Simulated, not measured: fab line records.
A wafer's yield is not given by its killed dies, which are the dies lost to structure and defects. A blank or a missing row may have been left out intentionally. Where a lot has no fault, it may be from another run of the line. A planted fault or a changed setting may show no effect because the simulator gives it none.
What tool caused it? || flow gf180mcu || 39 wafers from 13 lots sampled at 4 of the route's 602 steps

WHAT THE GAUGES SHOWED, per wafer
GF_V3_BOW_MEAS_05.
{"lot": "L643", "measured": "day 22 03:44", "on": "film-metro-02", "V3_BOW (um)": "130 123 127"}
{"lot": "L646", "measured": "day 22 20:33", "on": "film-metro-02", "V3_BOW (um)": "120 112 124"}
{"lot": "L650", "measured": "day 24 08:13", "on": "film-metro-03", "V3_BOW (um)": "118 130 119"}
{"lot": "L653", "measured": "day 25 06:13", "on": "film-metro-01", "V3_BOW (um)": "119 119 113"}
{"lot": "L654", "measured": "day 25 15:21", "on": "film-metro-02", "V3_BOW (um)": "110 115 108"}
{"lot": "L657", "measured": "day 26 15:49", "on": "film-metro-03", "V3_BOW (um)": "127 118 118"}
{"lot": "L658", "measured": "day 26 20:47", "on": "film-metro-02", "V3_BOW (um)": "125 127 126"}
{"lot": "L660", "measured": "day 27 12:18", "on": "film-metro-01", "V3_BOW (um)": "108 117 109"}
{"lot": "L661", "measured": "day 27 20:06", "on": "film-metro-02", "V3_BOW (um)": "111 114 113"}
{"lot": "L662", "measured": "day 28 04:16", "on": "film-metro-02", "V3_BOW (um)": "119 121 111"}
{"lot": "L663", "measured": "day 28 09:25", "on": "film-metro-01", "V3_BOW (um)": "130 127 124"}
{"lot": "L664", "measured": "day 28 17:49", "on": "film-metro-02", "V3_BOW (um)": "118 113 121"}
{"lot": "L665", "measured": "day 28 19:05", "on": "film-metro-03", "V3_BOW (um)": "100 104 99"}

TOOL THAT RAN EACH LOT (tool first, then ch and the chambers of the sampled wafers, then the start)
{"lot": "L643", "GF_M3_SPUTTER_00": "pvd-sputter-01, day 21 02:35", "GF_M3_SPUTTER_02": "pvd-sputter-01, day 21 02:43", "GF_M3_STRIP_17": "plasma-asher-04 ch 0,1, day 22 02:38"}
{"lot": "L646", "GF_M3_SPUTTER_00": "pvd-sputter-01, day 21 19:40", "GF_M3_SPUTTER_02": "pvd-sputter-01, day 21 19:47", "GF_M3_STRIP_17": "plasma-asher-04 ch 0,1, day 22 19:23"}
{"lot": "L650", "GF_M3_SPUTTER_00": "pvd-sputter-04, day 23 07:34", "GF_M3_SPUTTER_02": "pvd-sputter-04, day 23 07:42", "GF_M3_STRIP_17": "plasma-asher-02 ch 0,1, day 24 07:07"}
{"lot": "L653", "GF_M3_SPUTTER_00": "pvd-sputter-04, day 24 07:23", "GF_M3_SPUTTER_02": "pvd-sputter-04, day 24 07:31", "GF_M3_STRIP_17": "plasma-asher-04 ch 0,1, day 25 05:05"}
{"lot": "L654", "GF_M3_SPUTTER_00": "pvd-sputter-04, day 24 15:49", "GF_M3_SPUTTER_02": "pvd-sputter-04, day 24 15:56", "GF_M3_STRIP_17": "plasma-asher-04 ch 0,1, day 25 14:11"}
{"lot": "L657", "GF_M3_SPUTTER_00": "pvd-sputter-01, day 25 17:34", "GF_M3_SPUTTER_02": "pvd-sputter-01, day 25 17:42", "GF_M3_STRIP_17": "plasma-asher-01 ch 0,1, day 26 14:36"}
{"lot": "L658", "GF_M3_SPUTTER_00": "pvd-sputter-01, day 25 22:58", "GF_M3_SPUTTER_02": "pvd-sputter-01, day 25 23:05", "GF_M3_STRIP_17": "plasma-asher-01 ch 0,1, day 26 19:40"}
{"lot": "L660", "GF_M3_SPUTTER_00": "pvd-sputter-01, day 26 14:28", "GF_M3_SPUTTER_02": "pvd-sputter-01, day 26 14:35", "GF_M3_STRIP_17": "plasma-asher-02 ch 0,1, day 27 10:58"}
{"lot": "L661", "GF_M3_SPUTTER_00": "pvd-sputter-04, day 26 22:42", "GF_M3_SPUTTER_02": "pvd-sputter-04, day 26 22:50", "GF_M3_STRIP_17": "plasma-asher-02 ch 0,1, day 27 18:58"}
{"lot": "L662", "GF_M3_SPUTTER_00": "pvd-sputter-01, day 27 06:41", "GF_M3_SPUTTER_02": "pvd-sputter-01, day 27 06:49", "GF_M3_STRIP_17": "plasma-asher-02 ch 0,1, day 28 03:05"}
{"lot": "L663", "GF_M3_SPUTTER_00": "pvd-sputter-03, day 27 11:58", "GF_M3_SPUTTER_02": "pvd-sputter-03, day 27 12:05", "GF_M3_STRIP_17": "plasma-asher-02 ch 0,1, day 28 08:18"}
{"lot": "L664", "GF_M3_SPUTTER_00": "pvd-sputter-01, day 27 19:56", "GF_M3_SPUTTER_02": "pvd-sputter-01, day 27 20:04", "GF_M3_STRIP_17": "plasma-asher-01 ch 0,1, day 28 16:34"}
{"lot": "L665", "GF_M3_SPUTTER_00": "pvd-sputter-04, day 27 22:17", "GF_M3_SPUTTER_02": "pvd-sputter-04, day 27 22:25", "GF_M3_STRIP_17": "plasma-asher-04 ch 0,1, day 28 17:59"}
- GF_M3_SPUTTER_00: material Ti, target thk 37.5 nm, time 150 s.
- GF_M3_SPUTTER_02: material AlCu, target thk 450 nm, time 23.9 s.
- GF_M3_STRIP_17: strips in O2/N2.

WHAT THE TOOLS THEMSELVES READ (means of the sampled wafers that have a number; where no wafer has one, the mark that the record gives instead)
GF_M3_SPUTTER_00.
{"lot": "L643", "tool": "pvd-sputter-01", "throttle-valve-pct (%)": 30.2}
{"lot": "L646", "tool": "pvd-sputter-01", "throttle-valve-pct (%)": 29.8}
{"lot": "L650", "tool": "pvd-sputter-04", "throttle-valve-pct (%)": 30.4}
{"lot": "L653", "tool": "pvd-sputter-04", "throttle-valve-pct (%)": 29.9}
{"lot": "L654", "tool": "pvd-sputter-04", "throttle-valve-pct (%)": 30.4}
{"lot": "L657", "tool": "pvd-sputter-01", "throttle-valve-pct (%)": 29.9}
{"lot": "L658", "tool": "pvd-sputter-01", "throttle-valve-pct (%)": 30.1}
{"lot": "L660", "tool": "pvd-sputter-01", "throttle-valve-pct (%)": 29.8}
{"lot": "L661", "tool": "pvd-sputter-04", "throttle-valve-pct (%)": 31.9}
{"lot": "L662", "tool": "pvd-sputter-01", "throttle-valve-pct (%)": 30.5}
{"lot": "L663", "tool": "pvd-sputter-03", "throttle-valve-pct (%)": 31.2}
{"lot": "L664", "tool": "pvd-sputter-01", "throttle-valve-pct (%)": 30.5}
{"lot": "L665", "tool": "pvd-sputter-04", "throttle-valve-pct (%)": 30.2}

GF_M3_SPUTTER_02.
{"lot": "L643", "tool": "pvd-sputter-01", "throttle-valve-pct (%)": 30.3}
{"lot": "L646", "tool": "pvd-sputter-01", "throttle-valve-pct (%)": 29.9}
{"lot": "L650", "tool": "pvd-sputter-04", "throttle-valve-pct (%)": 30.5}
{"lot": "L653", "tool": "pvd-sputter-04", "throttle-valve-pct (%)": 29.6}
{"lot": "L654", "tool": "pvd-sputter-04", "throttle-valve-pct (%)": 30.5}
{"lot": "L657", "tool": "pvd-sputter-01", "throttle-valve-pct (%)": 29.8}
{"lot": "L658", "tool": "pvd-sputter-01", "throttle-valve-pct (%)": 30.1}
{"lot": "L660", "tool": "pvd-sputter-01", "throttle-valve-pct (%)": 30.0}
{"lot": "L661", "tool": "pvd-sputter-04", "throttle-valve-pct (%)": 31.8}
{"lot": "L662", "tool": "pvd-sputter-01", "throttle-valve-pct (%)": 30.5}
{"lot": "L663", "tool": "pvd-sputter-03", "throttle-valve-pct (%)": 31.0}
{"lot": "L664", "tool": "pvd-sputter-01", "throttle-valve-pct (%)": 30.3}
{"lot": "L665", "tool": "pvd-sputter-04", "throttle-valve-pct (%)": 30.3}

GF_M3_STRIP_17.
{"lot": "L643", "tool": "plasma-asher-04", "chamber-pressure-mTorr (mTorr)": 1501.1, "drypump-motor-current-A (A)": 5.7, "heater-power-w (W)": 330, "oes-product-au (a.u.)": 0.541, "strip-time-to-endpoint-s (s)": 7.37}
{"lot": "L646", "tool": "plasma-asher-04", "chamber-pressure-mTorr (mTorr)": 1499.4, "drypump-motor-current-A (A)": 5.7, "heater-power-w (W)": 328, "oes-product-au (a.u.)": 0.536, "strip-time-to-endpoint-s (s)": 7.45}
{"lot": "L650", "tool": "plasma-asher-02", "chamber-pressure-mTorr (mTorr)": 1500.5, "drypump-motor-current-A (A)": 5.8, "heater-power-w (W)": 370, "oes-product-au (a.u.)": 0.533, "strip-time-to-endpoint-s (s)": 7.31}
{"lot": "L653", "tool": "plasma-asher-04", "chamber-pressure-mTorr (mTorr)": "-", "drypump-motor-current-A (A)": "-", "heater-power-w (W)": "-", "oes-product-au (a.u.)": "-", "strip-time-to-endpoint-s (s)": "-"}
{"lot": "L654", "tool": "plasma-asher-04", "chamber-pressure-mTorr (mTorr)": "-", "drypump-motor-current-A (A)": "-", "heater-power-w (W)": "-", "oes-product-au (a.u.)": "-", "strip-time-to-endpoint-s (s)": "-"}
{"lot": "L657", "tool": "plasma-asher-01", "chamber-pressure-mTorr (mTorr)": 1498.9, "drypump-motor-current-A (A)": 6.1, "heater-power-w (W)": 356, "oes-product-au (a.u.)": 0.539, "strip-time-to-endpoint-s (s)": 7.34}
{"lot": "L658", "tool": "plasma-asher-01", "chamber-pressure-mTorr (mTorr)": 1500.5, "drypump-motor-current-A (A)": 6.1, "heater-power-w (W)": 358, "oes-product-au (a.u.)": 0.541, "strip-time-to-endpoint-s (s)": 7.47}
{"lot": "L660", "tool": "plasma-asher-02", "chamber-pressure-mTorr (mTorr)": 1501.1, "drypump-motor-current-A (A)": 5.8, "heater-power-w (W)": 349, "oes-product-au (a.u.)": 0.534, "strip-time-to-endpoint-s (s)": 7.30}
{"lot": "L661", "tool": "plasma-asher-02", "chamber-pressure-mTorr (mTorr)": 1501.1, "drypump-motor-current-A (A)": 5.8, "heater-power-w (W)": 359, "oes-product-au (a.u.)": 0.537, "strip-time-to-endpoint-s (s)": 7.41}
{"lot": "L662", "tool": "plasma-asher-02", "chamber-pressure-mTorr (mTorr)": 1501.3, "drypump-motor-current-A (A)": 5.8, "heater-power-w (W)": 356, "oes-product-au (a.u.)": 0.539, "strip-time-to-endpoint-s (s)": 7.35}
{"lot": "L663", "tool": "plasma-asher-02", "chamber-pressure-mTorr (mTorr)": 1500.2, "drypump-motor-current-A (A)": 5.7, "heater-power-w (W)": 351, "oes-product-au (a.u.)": 0.534, "strip-time-to-endpoint-s (s)": 7.27}
{"lot": "L664", "tool": "plasma-asher-01", "chamber-pressure-mTorr (mTorr)": 1499.0, "drypump-motor-current-A (A)": 6.1, "heater-power-w (W)": 357, "oes-product-au (a.u.)": 0.523, "strip-time-to-endpoint-s (s)": 7.23}
{"lot": "L665", "tool": "plasma-asher-04", "chamber-pressure-mTorr (mTorr)": 1498.6, "drypump-motor-current-A (A)": 6.0, "heater-power-w (W)": 360, "oes-product-au (a.u.)": 0.534, "strip-time-to-endpoint-s (s)": 7.43}

THE ANSWER, worked out from the rows above alone
Rule: what is usual is taken from the lots themselves. The widest of any qualifying gaps counts: lots, ordered by their means at a reading, are off when they make up no more than a third of the lots, leave a main group of 4 or more, and stand apart from it by 3 or more times the standard deviation of that group's means. A main group whose means are all the same, to the digits that the tables above print for the reading, isn't used. A lot without any number at a reading at which 4 lots or more have one is off too. Any other lot the step has rows for is counted as sound. The gauges are gone through in route order, then the tools' own readings, and for those a lot's mean is taken as printed above. The first step at which some lot is off is used, and at that step the reading that is off furthest; a lot without a number counts as furthest.
Off, at GF_M3_STRIP_17 on chamber-pressure-mTorr: L653, L654. Without a number there: L653, L654. Mean 1500.2 mTorr and standard deviation 0.96 in the main group.
If a tool, at that step or one of the process steps before it, ran each lot that is off and ran no sound lot following the first of them, it fits. No candidate that was tried fits.

WHAT THE SIMULATOR PUT IN
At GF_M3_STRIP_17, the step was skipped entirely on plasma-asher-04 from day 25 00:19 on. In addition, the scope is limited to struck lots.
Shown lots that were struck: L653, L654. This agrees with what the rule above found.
